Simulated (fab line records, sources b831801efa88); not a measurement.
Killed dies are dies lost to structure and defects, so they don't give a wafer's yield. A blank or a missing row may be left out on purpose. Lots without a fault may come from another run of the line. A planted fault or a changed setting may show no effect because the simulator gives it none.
fab line records | flow gf180mcu
record lots=13 wafers=39 last_day=34
route steps=602 shown STI@25 LVPWELL@61 VT_IMPLANT@131 POLY_GATE@169
lots that met no fault: from a run of the same line without faults
start_h: hours from the record's first day to the start of the lot's first wafer shown | wait_h: hours since the lot's step before | " the same as in the row above | L1.1+2: a row that stands for several wafers | - no value, or no start given | * or withheld: withheld | < > ~ a bound
route shown NAME@n: a module of which the file shows steps, and the number in the route of the first | usual: mean/standard deviation of fault-free wafers | same: alike in all rows | chamber/n: place in a boat | sites: the reading at each site | _std_site: their standard deviation | _edge_site: outer sites' mean less inner sites' | radius_mm: how far each site lies from the wafer's centre | mask NAME#n: copy n | behind: the tool/chamber that last shaped the wafer | hold: why the lot was held/for how many hours/how that ended | device: the transistor (n, p or np) that didn't switch | end of line: the same wafers' tests at the end of the route | a step without rows: its recipe alone | killed: dies lost to structure and defects at the first sort, not the wafer's yield | map: a wafer's dies, x killed, . not, _ none there
set.NAME: the setting as run; set.NAME@STEP: as run at that earlier step | model.NAME: the simulator's own value behind a step, which no gauge read
steps of the route over a sample of lots; a table a step, a row a wafer
services: from which hour (start_h, from the record's first day; less than 0 if before it) a tool's chamber was out of use, for how many hours, and why
## steps
# step GF_STI_THK_MEAS_24
# recipe reads=SiO2_of_STI_CVD_23
# usual STI_CVD_23_THK=649/9.7
# columns lot.wafer tool chamber start_h wait_h STI_CVD_23_THK[nm]
L502.3 film_metro-04 - 30.63 0.1 656
L502.5 " - " " 655
L502.6 " - " " 642
L503.1 film_metro-03 - 43.27 0.0 660
L503.2 " - " " 647
L503.5 " - " " 662
L504.1 film_metro-04 - 43.30 0.1 641
L504.2 " - " " 658
L504.4 " - " " 642
L505.1 film_metro-01 - 47.04 0.0 664
L505.4 " - " " 644
L505.5 " - " " 635
L506.1 film_metro-03 - 52.08 0.0 636
L506.4 " - " " 638
L506.6 " - " " 661
L507.1 film_metro-03 - 52.78 0.0 646
L507.3 " - " " 651
L507.6 " - " " 640
L508.3 film_metro-04 - 65.10 0.1 668
L508.5 " - " " 670
L508.6 " - " " 668
L511.3 film_metro-01 - 74.29 0.1 649
L511.4 " - " " 643
L511.5 " - " " 664
L516.1 film_metro-03 - 100.32 0.0 644
L516.2 " - " " 643
L516.4 " - " " 653
L518.2 film_metro-03 - 110.72 0.0 645
L518.3 " - " " 633
L518.4 " - " " 630
L522.2 film_metro-04 - 130.73 0.1 640
L522.4 " - " " 660
L522.6 " - " " 651
L523.1 film_metro-04 - 136.36 0.0 655
L523.3 " - " " 650
L523.6 " - " " 639
L525.1 film_metro-04 - 146.35 0.0 648
L525.2 " - " " 635
L525.3 " - " " 638
# step GF_LVPWELL_OVL_MEAS_07
# usual LVPWELL_OVL=1.3/1.6
# columns lot.wafer tool chamber start_h wait_h LVPWELL_OVL[nm]
L502.3 overlay-01 - 77.58 - -0.8
L502.5 " - " " -1.3
L502.6 " - " " 0.9
L504.1 overlay-01 - 86.17 - 0.5
L504.2 " - " " 1.9
L504.4 " - " " 2.2
L503.1 overlay-02 - 86.87 - -0.3
L503.2 " - " " -0.1
L503.5 " - " " -0.2
L505.1 overlay-02 - 90.08 - 0.8
L505.4 " - " " 2.0
L505.5 " - " " 0.5
L506.1 overlay-01 - 96.32 - 5.0
L506.4 " - " " 4.6
L506.6 " - " " 4.3
L507.1 overlay-02 - 96.67 - 0.8
L507.3 " - " " 3.9
L507.6 " - " " 0.4
L508.3 overlay-01 - 110.08 - 2.9
L508.5 " - " " 2.1
L508.6 " - " " 3.2
L511.3 overlay-02 - 118.74 - 1.4
L511.4 " - " " 2.0
L511.5 " - " " 2.3
L516.1 overlay-02 - 149.47 - -0.1
L516.2 " - " " -0.6
L516.4 " - " " -0.6
L518.2 overlay-01 - 157.77 - 2.2
L518.3 " - " " 1.4
L518.4 " - " " 2.8
L522.2 overlay-02 - 181.87 - 0.1
L522.4 " - " " -1.7
L522.6 " - " " 2.2
L523.1 overlay-01 - 186.37 - -1.5
L523.3 " - " " -0.6
L523.6 " - " " -0.3
L525.1 overlay-01 - 196.87 - 1.9
L525.2 " - " " 1.8
L525.3 " - " " 2.9
# step GF_VT_IMPLANT_IMPLANT_41
# recipe species=As energy_kev=70 dose_cm2=1.013e+12 tilt_deg=7
# usual beam_energy_keV=70.006/0.023
# columns lot.wafer tool chamber start_h wait_h beam_energy_keV
L502.3 implanter-04 0 165.27 0.1 69.980
L502.5 " 0 " " 69.986
L502.6 " 0 " " 69.988
L504.1 implanter-04 0 173.86 0.0 69.989
L504.2 " 0 " " 69.973
L504.4 " 0 " " 69.975
L503.1 implanter-02 0 176.20 0.0 70.043
L503.2 " 0 " " 70.027
L503.5 " 0 " " 69.995
L505.1 implanter-02 0 179.41 0.0 69.997
L505.4 " 0 " " 69.983
L505.5 " 0 " " 70.014
L506.1 implanter-04 0 192.90 0.0 70.018
L506.4 " 0 " " 70.051
L506.6 " 0 " " 70.033
L507.1 implanter-01 0 193.50 0.0 70.035
L507.3 " 0 " " 70.002
L507.6 " 0 " " 70.036
L508.3 implanter-01 0 204.05 0.1 69.990
L508.5 " 0 " " 69.992
L508.6 " 0 " " 69.971
L511.3 implanter-04 0 214.96 0.1 70.015
L511.4 " 0 " " 70.026
L511.5 " 0 " " 69.981
L516.1 implanter-04 0 252.12 0.0 57.898
L516.2 " 0 " " 57.914
L516.4 " 0 " " 57.869
L518.2 implanter-04 0 261.28 0.0 57.878
L518.3 " 0 " " 57.908
L518.4 " 0 " " 57.915
L522.2 implanter-02 0 289.83 0.0 70.020
L522.4 " 0 " " 70.009
L522.6 " 0 " " 69.980
L523.1 implanter-02 0 295.26 0.0 70.040
L523.3 " 0 " " 70.021
L523.6 " 0 " " 70.010
L525.1 implanter-02 0 306.92 0.0 70.010
L525.2 " 0 " " 70.004
L525.3 " 0 " " 69.973
# step GF_VT_IMPLANT_TW_MEAS_43
# usual VT_IMPLANT_4_TW=685/10
# columns lot.wafer tool chamber start_h wait_h VT_IMPLANT_4_TW
L502.3 film_metro-03 - 165.49 0.1 682
L502.5 " - " " 684
L502.6 " - " " 680
L504.1 film_metro-02 - 174.11 0.1 699
L504.2 " - " " 702
L504.4 " - " " 702
L503.1 film_metro-02 - 176.45 0.1 704
L503.2 " - " " 704
L503.5 " - " " 702
L505.1 film_metro-02 - 179.66 0.1 701
L505.4 " - " " 700
L505.5 " - " " 703
L506.1 film_metro-03 - 193.15 0.1 677
L506.4 " - " " 676
L506.6 " - " " 680
L507.1 film_metro-02 - 193.75 0.1 694
L507.3 " - " " 697
L507.6 " - " " 694
L508.3 film_metro-03 - 204.27 0.1 675
L508.5 " - " " 678
L508.6 " - " " 675
L511.3 film_metro-03 - 215.18 0.1 677
L511.4 " - " " 679
L511.5 " - " " 681
L516.1 film_metro-04 - 252.37 0.1 638
L516.2 " - " " 638
L516.4 " - " " 641
L518.2 film_metro-03 - 261.51 0.1 648
L518.3 " - " " 644
L518.4 " - " " 642
L522.2 film_metro-02 - 290.06 0.1 697
L522.4 " - " " 697
L522.6 " - " " 694
L523.1 film_metro-04 - 295.51 0.1 679
L523.3 " - " " 675
L523.6 " - " " 678
L525.1 film_metro-03 - 307.17 0.1 685
L525.2 " - " " 688
L525.3 " - " " 686
# step GF_POLY_GATE_ETCH_12
# recipe chemistry=N2/H2 target_depth_a=withheld overetch_a=withheld time_s=withheld target=BARC ion_energy_ev=200 source_w=500 bias_w=100 pressure_mtorr=30 n2_flow_sccm=100 h2_flow_sccm=200
# usual drypump_motor_current_A=5.97/0.29 oes_product_au=0.736/0.0046 throttle_valve_pct=13.214/0.0099
# columns lot.wafer tool chamber start_h wait_h drypump_motor_current_A oes_product_au throttle_valve_pct
L502.3 rie_diel-02 2 205.99 0.0 6.07 0.736 13.211
L502.5 " 2 " " 6.08 0.728 13.204
L502.6 " 1 " " 5.96 0.732 13.223
L504.1 rie_diel-01 3 214.26 0.0 5.73 0.743 13.222
L504.2 " 1 " " 6.38 0.744 13.208
L504.4 " 1 " " 6.39 0.735 13.212
L503.1 rie_diel-01 1 216.81 0.0 6.38 0.745 13.220
L503.2 " 0 " " 6.28 0.732 13.203
L503.5 " 3 " " 5.69 0.732 13.202
L505.1 rie_diel-03 2 220.34 0.0 6.00 0.725 13.220
L505.4 " 1 " " 5.88 0.740 13.224
L505.5 " 2 " " 5.98 0.731 13.221
L506.1 rie_diel-02 0 234.17 0.0 5.82 0.739 13.221
L506.4 " 1 " " 5.95 0.730 13.216
L506.6 " 2 " " 6.05 0.738 13.211
L507.1 rie_diel-01 1 235.37 0.0 6.39 0.734 13.198
L507.3 " 3 " " 5.72 0.738 13.224
L507.6 " 2 " " 5.62 0.741 13.235
L508.3 rie_diel-03 0 248.12 0.0 5.32 0.730 13.213
L508.5 " 0 " " 5.35 0.739 13.219
L508.6 " 1 " " 5.87 0.738 13.203
L511.3 rie_diel-03 0 260.54 0.0 5.31 0.741 13.210
L511.4 " 3 " " 6.42 0.734 13.205
L511.5 " 3 " " 6.39 0.735 13.224
L516.1 rie_diel-02 2 302.77 0.0 6.07 0.735 13.203
L516.2 " 1 " " 5.93 0.734 13.207
L516.4 " 3 " " 5.97 0.738 13.226
L518.2 rie_diel-02 2 315.72 0.0 6.05 0.729 13.195
L518.3 " 0 " " 5.85 0.732 13.223
L518.4 " 1 " " 5.97 0.747 13.224
L522.2 rie_diel-03 1 343.37 0.0 5.87 0.739 13.197
L522.4 " 0 " " 5.31 0.732 13.223
L522.6 " 3 " " 6.37 0.736 13.212
L523.1 rie_diel-01 3 344.09 0.0 5.67 0.739 13.222
L523.3 " 0 " " 6.34 0.736 13.202
L523.6 " 3 " " 5.68 0.739 13.206
L525.1 rie_diel-02 1 359.42 0.0 5.95 0.735 13.225
L525.2 " 3 " " 5.95 0.733 13.225
L525.3 " 0 " " 5.82 0.732 13.214
## services
# columns tool chamber start_h hours kind
rie_diel-01 0 142.70 - clean
rie_diel-01 0 142.70 22.8 scheduled_down
rie_diel-01 0 142.70 22.8 vent_cycle
rie_diel-01 1 147.10 8.0 repair
implanter-04 - 148.07 9.4 repair
rie_diel-02 0 152.72 - clean
rie_diel-02 0 152.72 13.3 scheduled_down
rie_diel-02 0 152.72 13.3 vent_cycle
rie_diel-03 - 158.43 14.6 pm
rie_diel-02 0 171.13 35.3 repair
rie_diel-03 1 173.03 - clean
rie_diel-03 1 173.03 23.3 scheduled_down
rie_diel-03 1 173.03 23.3 vent_cycle
rie_diel-01 - 205.09 0.6 repair
rie_diel-01 2 208.75 2.8 repair
implanter-01 - 210.89 2.4 repair
rie_diel-01 2 212.92 5.7 repair
implanter-01 - 243.25 4.3 pm
rie_diel-02 2 259.17 15.2 repair
rie_diel-02 0 269.53 9.7 repair
rie_diel-02 3 313.51 1.6 repair
rie_diel-02 0 343.28 11.0 repair
implanter-04 - 358.53 0.9 repair
## key
first_sign step=GF_VT_IMPLANT_IMPLANT_41 reading=beam_energy_keV direction=down sigmas=99+ usual=70.006 struck=57.897
effect step=GF_VT_IMPLANT_TW_MEAS_43 reading=VT_IMPLANT_4_TW direction=down sigmas=4.3 usual=685 struck=642
met_at GF_VT_IMPLANT_IMPLANT_41
struck_lots L516,L518
tester_left_out L516,L518
not_acting_at GF_STI_THK_MEAS_24,GF_LVPWELL_OVL_MEAS_07,GF_POLY_GATE_ETCH_12
onset_between 214.96 252.12
fault kind=process_parameter_drift tool=implanter-04 chamber=- onset_h=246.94 steps=GF_VT_IMPLANT_IMPLANT_41 channel=energy_kev offset=-12.09 shape=step end_h=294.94 acts_in=these_recipes_only stated=70
# tester_left_out: of these lots the tester's yield and bins aren't shown, on N5 and GAA mostly nor the transistor test; their killed dies are dies lost to structure and defects alone, not to doping, threshold or leakage, so they don't give the yield
